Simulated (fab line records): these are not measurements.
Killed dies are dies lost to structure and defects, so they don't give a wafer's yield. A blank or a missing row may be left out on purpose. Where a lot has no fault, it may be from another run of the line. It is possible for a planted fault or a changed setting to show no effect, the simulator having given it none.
One fault through the eyes of 2 desks / flow sky130 / each desk holds nothing but its own numbers, with what lay behind them at the end

## FROM THE METROLOGY DESK
What the gauges read, lot by lot, whatever tool the lot ran on: means of the sampled wafers that have a number. A lot is out of limits, marked OUT, if its mean lies more than 4 standard deviations from the usual mean; the brackets give that distance.
Columns: A = VT_ADJUST_LVTN_2_TW at SKY_VT_ADJUST_LVTN_TW_MEAS_21, usual 187.9; B = cd-nm at SKY_SONOS_TUNNEL_CD_MEAS_07, usual 410.1 nm; C = RES_XHIGH_RS at SKY_SD_N_RS_MEAS_18, usual 331.8 ohm/sq; D = LI_CONTACT_HDPCVD_THK at SKY_LI_CONTACT_THK_MEAS_01, usual 929 nm
lot=L375; first seen here=day 7 17:52; A=187.9; B=411.1; C=331.4; D=927
lot=L376; first seen here=day 8 02:00; A=186.6; B=411.1; C=331.6; D=915
lot=L377; first seen here=day 8 06:19; A=187.1; B=409.0; C=331.9; D=939
lot=L378; first seen here=day 8 11:47; A=187.4; B=409.7; C=330.5; D=928
lot=L379; first seen here=day 8 22:20; A=188.8; B=412.1; C=332.8; D=943
lot=L381; first seen here=day 9 12:56; A=187.1; B=408.5; C=331.5; D=924
lot=L382; first seen here=day 9 15:25; A=186.7; B=411.6; C=329.6; D=929
lot=L386; first seen here=day 10 18:35; A=188.8; B=410.4; C=331.9; D=924
lot=L392; first seen here=day 13 10:05; A=167.4 (-22) OUT; B=412.0; C=332.5; D=934
lot=L394; first seen here=day 13 17:40; A=188.1; B=410.3; C=332.0; D=928
lot=L393; first seen here=day 13 18:20; A=168.5 (-21) OUT; B=406.3; C=330.6; D=953
lot=L396; first seen here=day 13 23:05; A=189.3; B=408.5; C=334.0; D=928
lot=L398; first seen here=day 14 15:10; A=188.4; B=409.9; C=331.9; D=928
This desk reports L392, L393 out of limits; the earliest was L392 at day 13 10:05 (VT_ADJUST_LVTN_2_TW at SKY_VT_ADJUST_LVTN_TW_MEAS_21). Within limits: L375, L376, L377, L378, L379, L381, L382, L386, L394, L396, L398.

## FOR THE TOOL OWNER'S DESK: implanter-03
The tool's own readings at SKY_VT_ADJUST_LVTN_IMPLANT_19: means of the sampled wafers that have a number, for each lot that ran on this tool. A lot is out of limits, marked OUT, if its mean lies more than 4 standard deviations from the usual mean; the brackets give that distance.
Columns: A = dose-ions-cm2 at SKY_VT_ADJUST_LVTN_IMPLANT_19, usual 6.5e+11; B = end-station-pressure-torr at SKY_VT_ADJUST_LVTN_IMPLANT_19, usual 5.03e-06 Torr; C = faraday-current-uA at SKY_VT_ADJUST_LVTN_IMPLANT_19, usual 3.67
lot=L375; first seen here=day 7 17:37; A=6.5e+11; B=4.89e-06; C=3.61
lot=L376; first seen here=day 8 01:45; A=6.5e+11; B=4.92e-06; C=3.69
lot=L378; first seen here=day 8 11:33; A=6.5e+11; B=5.09e-06; C=3.68
lot=L381; first seen here=day 9 12:43; A=6.5e+11; B=4.87e-06; C=3.63
lot=L392; first seen here=day 13 09:50; A=4.3e+11 (-99 or more) OUT; B=5.15e-06; C=2.44 (-20) OUT
lot=L393; first seen here=day 13 18:06; A=4.3e+11 (-99 or more) OUT; B=5.01e-06; C=2.40 (-20) OUT
This desk finds L392, L393 out of limits, L392 being first, at day 13 09:50 (dose-ions-cm2 at SKY_VT_ADJUST_LVTN_IMPLANT_19). Within limits: L375, L376, L378, L381.

## TAKEN TOGETHER
The tool owner's desk could have raised an alarm at day 13 09:50, on L392, L393.
Metrology desk: alarm possible at day 13 10:05 on L392, L393.
Of the lots named, all ran SKY_VT_ADJUST_LVTN_IMPLANT_19 on implanter-03.

## WHAT HAD BEEN PUT IN BY THE SIMULATOR
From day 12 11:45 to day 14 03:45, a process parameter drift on implanter-03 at SKY_VT_ADJUST_LVTN_IMPLANT_19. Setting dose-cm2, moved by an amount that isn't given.
Lots struck among those shown: L392, L393.
Hours from the fault's start to each desk's first reading out of limits: the tool owner's desk, 22; the metrology desk, 22.
